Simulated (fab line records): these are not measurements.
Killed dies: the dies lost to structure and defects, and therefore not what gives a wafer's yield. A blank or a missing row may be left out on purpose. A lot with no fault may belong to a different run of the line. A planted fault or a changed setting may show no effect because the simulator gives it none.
Struck lot and sound lot, side by side :: flow gf180mcu :: 26 steps out of a route of 602
Sound: wafers L188.1, L188.2, L188.5. The struck wafers were L187.2, L187.3, L187.6. The cause is given at the end.
Each step with rows lists, per side, the tool, then ch with its chambers, then its first start. Under that, the readings that differ: sound wafers :: struck wafers :: difference of the means :: sigmas: that difference in standard deviations of wafers without a fault.
alike: readings whose means differ by less than 2 such deviations, and words and numbers that are the same on both sides. not compared: withheld readings, readings that some wafer has no value for, bounds like >300 that may hide the same value, and numbers for which the record gives no deviation and whose values overlap.
A row with sigmas, a row that says differs or no value, or rows on one side alone: a step with any of these is where the two part. Non-overlapping numbers with no deviation appear without sigmas and do not part them. A reading missing from all wafers of one side parts the sides only when that side holds two or more wafers.

first, 6 steps without rows for these wafers: GF_TOP_METAL_HMDS_08 (prime time 60 s); GF_TOP_METAL_COAT_09 (resist thk 1500 nm); GF_TOP_METAL_SOFTBAKE_10 (time 60 s); GF_TOP_METAL_EXPOSE_11 (exposes mask MetalTop, target cd 440 nm); GF_TOP_METAL_PEB_12; GF_TOP_METAL_DEVELOP_13 (develop time 60 s).
GF_TOP_METAL_CD_MEAS_14: the cd target is 440 nm.
  struck on cd sem-02, day 30 21:33; sound on cd sem-02, day 31 03:53
  alike: cd nm
GF_TOP_METAL_OVL_MEAS_15:
  struck on overlay-02, day 30 21:40; sound on overlay-02, day 31 04:00
  alike: TOP_METAL_OVL
GF_TOP_METAL_METAL_ETCH_16: etches the open film in Cl2/BCl3, stops on SiO2, target depth 1197 nm, time 199.5 s.
  sound on rie metal-04 ch 0, day 31 04:02; struck on rie metal-01 ch 0, day 30 21:45
  alike: drypump motor current A, oes product au, throttle valve pct
  not compared: rf hours counter h
GF_TOP_METAL_STRIP_17: strips in O2/N2.
  sound on plasma asher-03 ch 0,1, day 31 04:25; struck on plasma asher-04 ch 0, day 30 22:04
  alike: drypump motor current A, heater power w, oes product au, strip time to endpoint s
  not compared: rf hours counter h
then, 2 steps without rows for these wafers: GF_TOP_METAL_STRIP_18 (strips in post etch residue remover, time 1200 s); GF_TOP_METAL_CLEAN_19 (cleans in DIW).
GF_PASSIVATION_CVD_00: deposits SiO2 from TEOS, target thk 1000 nm, time 111.95 s.
  sound on pecvd-01 ch 0,1,2, day 31 04:58; struck on pecvd-02 ch 0,1,2, day 30 22:37
  no value came back on the struck wafers for heater power outer w (W), heater power w (W), time s (s); on the sound wafers heater power outer w (W) reads 539 394 297
GF_PASSIVATION_CVD_02: deposits Si3N4, target thk 700 nm, time 486.18 s.
  sound on pecvd-02 ch 0,1,2, day 31 05:05; struck on pecvd-01 ch 0,1,2, day 30 22:44
  alike: heater power outer w, heater power w
GF_PASSIVATION_THK_MEAS_03:
  struck on film metro-04, day 30 23:05; sound on film metro-02, day 31 05:23
  alike: PASSIVATION_CVD_02_THK
then, 7 steps without rows for these wafers: GF_PASSIVATION_DEHYDRATE_04 (time 60 s); GF_PASSIVATION_HMDS_05 (prime time 60 s); GF_PASSIVATION_COAT_06 (resist thk 4000 nm); GF_PASSIVATION_SOFTBAKE_07; GF_PASSIVATION_EXPOSE_08 (exposes mask Pad, target cd 40000 nm); GF_PASSIVATION_PEB_09; GF_PASSIVATION_DEVELOP_10 (develop time 60 s).
GF_PASSIVATION_ETCH_11: etches the open film in CF4/O2, stops on TiN, target depth 2040 nm, time 453.3 s.
  sound on rie diel-02 ch 1,3, day 31 23:02; struck on rie diel-02 ch 0,1,2, day 31 16:34
  alike: O2_flow_sccm, drypump motor current A, oes product au, throttle valve pct
  not compared: rf hours counter h
GF_PASSIVATION_STRIP_12: strips in O2/N2.
  sound on plasma asher-01 ch 0,1, day 31 23:18; struck on plasma asher-03 ch 0,1, day 31 16:50
  alike: drypump motor current A, heater power w, oes product au, strip time to endpoint s
  not compared: rf hours counter h
then, 1 step without rows for these wafers: GF_PASSIVATION_ANNEAL_13 (time 1800 s).
GF_PASSIVATION_BOW_MEAS_14:
  struck on film metro-02, day 31 18:28; sound on film metro-04, day 32 00:54
reading: PASSIVATION_BOW (um)
sound: 138 136 127
struck: 108 106 98
difference: -30
sigmas: -3

== WHERE THEY PART ==
Last at GF_PASSIVATION_BOW_MEAS_14 as far as this record goes, first at GF_PASSIVATION_CVD_00.

WHY: whatever the simulator had introduced
Whole step skipped at GF_PASSIVATION_CVD_00 on pecvd-02, starting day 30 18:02. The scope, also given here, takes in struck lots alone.
